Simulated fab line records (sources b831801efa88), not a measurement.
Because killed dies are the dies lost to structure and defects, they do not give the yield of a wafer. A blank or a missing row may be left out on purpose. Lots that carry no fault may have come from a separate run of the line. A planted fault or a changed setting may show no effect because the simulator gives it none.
Matching of chambers    flow sky130    SKY_VIA4_HDPCVD_00 on hdpcvd-01: 3 sister chambers
The step deposits SiO2, target thk 1750 nm, time 291.7 s. 15 wafers are shown with their chamber, then 7 later ones without.

WAFERS PAIRED WITH THEIR CHAMBERS
wafer   chamber  run-length-s (s)
L102.1  2        320.3
L102.5  1        318.9
L102.6  2        320.5
L104.3  0        320.2
L104.4  2        320.7
L104.6  0        321.0
L107.1  0        320.2
L107.3  1        318.7
L107.5  2        320.8
L105.1  2        320.5
L105.4  2        321.1
L105.6  0        320.1
L108.3  1        318.7
L108.4  0        320.1
L108.5  2        320.2

SIGNATURES (means of the wafers above)
reading       chamber 0  chamber 1  chamber 2  scatter within a chamber
run-length-s  320.320    318.767    320.586    0.314
Rule: distance of a wafer from a chamber = root of the sum over the readings of ((wafer's reading minus chamber's mean) / reading's scatter) squared. If the next closest chamber is less than 2 further off than the closest, the wafer can't be placed; otherwise it belongs to the closest. How the scatter is found: for the shown wafers, subtract from each reading the mean of its chamber, square and add these, divide the total by (wafers less chambers), then take the root.

WAFERS WITH NO CHAMBER GIVEN
wafer   run-length-s (s)
L113.1  320.4
L124.1  320.2
L124.3  319.0
L124.5  318.7
L125.1  320.3
L125.2  318.7
L125.6  320.2

THE CHAMBER EACH PASSED THROUGH
wafer   from the rows above      in truth
L113.1  can't be placed: 0 or 2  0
L124.1  can't be placed: 0 or 2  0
L124.3  1                        1
L124.5  1                        1
L125.1  can't be placed: 0 or 2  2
L125.2  1                        1
L125.6  can't be placed: 0 or 2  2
Correct placement for 3 of the 7. Unplaceable from these rows: 4, with the true chamber sitting among the candidates in 4. Number placed wrongly: 0.
